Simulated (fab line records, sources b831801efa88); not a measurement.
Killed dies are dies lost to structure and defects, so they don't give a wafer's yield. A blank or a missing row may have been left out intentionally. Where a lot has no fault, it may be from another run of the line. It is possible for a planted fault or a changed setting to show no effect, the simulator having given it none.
Chamber matching || flow gf180mcu || 4 sister chambers for GF_V2_CMP_04 on cmp-01
The step polishes SiO2. 8 wafers are shown with their chamber, then 12 later ones without.

## WAFERS WITH THEIR CHAMBER
{"wafer": "L092.1", "chamber": 0, "motor-current-A (A)": 12.5, "time-to-endpoint-s (s)": 84}
{"wafer": "L092.4", "chamber": 1, "motor-current-A (A)": 12.6, "time-to-endpoint-s (s)": 87}
{"wafer": "L093.3", "chamber": 0, "motor-current-A (A)": 12.6, "time-to-endpoint-s (s)": 74}
{"wafer": "L093.4", "chamber": 2, "motor-current-A (A)": 11.4, "time-to-endpoint-s (s)": 77}
{"wafer": "L093.6", "chamber": 3, "motor-current-A (A)": 13.6, "time-to-endpoint-s (s)": 82}
{"wafer": "L093.1", "chamber": 1, "motor-current-A (A)": 12.8, "time-to-endpoint-s (s)": 80}
{"wafer": "L093.2", "chamber": 3, "motor-current-A (A)": 13.3, "time-to-endpoint-s (s)": 76}
{"wafer": "L093.5", "chamber": 2, "motor-current-A (A)": 11.7, "time-to-endpoint-s (s)": 80}

## WAFERS WITHOUT THEIR CHAMBER
{"wafer": "L094.1", "motor-current-A (A)": 12.4, "time-to-endpoint-s (s)": 82}
{"wafer": "L094.4", "motor-current-A (A)": 12.0, "time-to-endpoint-s (s)": 83}
{"wafer": "L094.6", "motor-current-A (A)": 12.3, "time-to-endpoint-s (s)": 85}
{"wafer": "L094.2", "motor-current-A (A)": 11.6, "time-to-endpoint-s (s)": 79}
{"wafer": "L094.3", "motor-current-A (A)": 13.2, "time-to-endpoint-s (s)": 77}
{"wafer": "L094.5", "motor-current-A (A)": 12.5, "time-to-endpoint-s (s)": 83}
{"wafer": "L096.2", "motor-current-A (A)": 12.8, "time-to-endpoint-s (s)": 82}
{"wafer": "L096.3", "motor-current-A (A)": 10.9, "time-to-endpoint-s (s)": 77}
{"wafer": "L096.5", "motor-current-A (A)": 11.9, "time-to-endpoint-s (s)": 85}
{"wafer": "L097.2", "motor-current-A (A)": 12.3, "time-to-endpoint-s (s)": 81}
{"wafer": "L097.3", "motor-current-A (A)": 13.7, "time-to-endpoint-s (s)": 79}
{"wafer": "L097.6", "motor-current-A (A)": 12.2, "time-to-endpoint-s (s)": 87}

## THE CHAMBER EACH PASSED THROUGH
{"wafer": "L094.1", "from the rows above": "can't be placed: 0 or 1", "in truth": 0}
{"wafer": "L094.4", "from the rows above": "can't be placed: 2 or 0 or 1", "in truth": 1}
{"wafer": "L094.6", "from the rows above": "can't be placed: 0 or 1", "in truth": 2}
{"wafer": "L094.2", "from the rows above": 2, "in truth": 2}
{"wafer": "L094.3", "from the rows above": "can't be placed: 3 or 1", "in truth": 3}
{"wafer": "L094.5", "from the rows above": "can't be placed: 0 or 1", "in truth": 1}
{"wafer": "L096.2", "from the rows above": "can't be placed: 1 or 0", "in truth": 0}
{"wafer": "L096.3", "from the rows above": 2, "in truth": 2}
{"wafer": "L096.5", "from the rows above": "can't be placed: 2 or 0", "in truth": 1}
{"wafer": "L097.2", "from the rows above": "can't be placed: 0 or 1", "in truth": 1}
{"wafer": "L097.3", "from the rows above": 3, "in truth": 3}
{"wafer": "L097.6", "from the rows above": "can't be placed: 0 or 1 or 2", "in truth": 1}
Placed correctly: 3 of 12. Can't be placed from these rows: 9 (the true chamber is among the candidates in 7). Wrongly placed: 0.
How it was worked out, from the rows above alone: a wafer's distance from a chamber is the root of the sum, over the readings, of the square of ((its reading less the chamber's mean) divided by the reading's scatter). If the next closest chamber is less than 2 further off than the closest, the wafer can't be placed; otherwise it belongs to the closest. Each chamber's mean is taken over the wafers shown for it. The scatter: take each reading less its chamber's mean, square it, sum over the shown wafers, divide by the number of wafers less the number of chambers, and take the root.
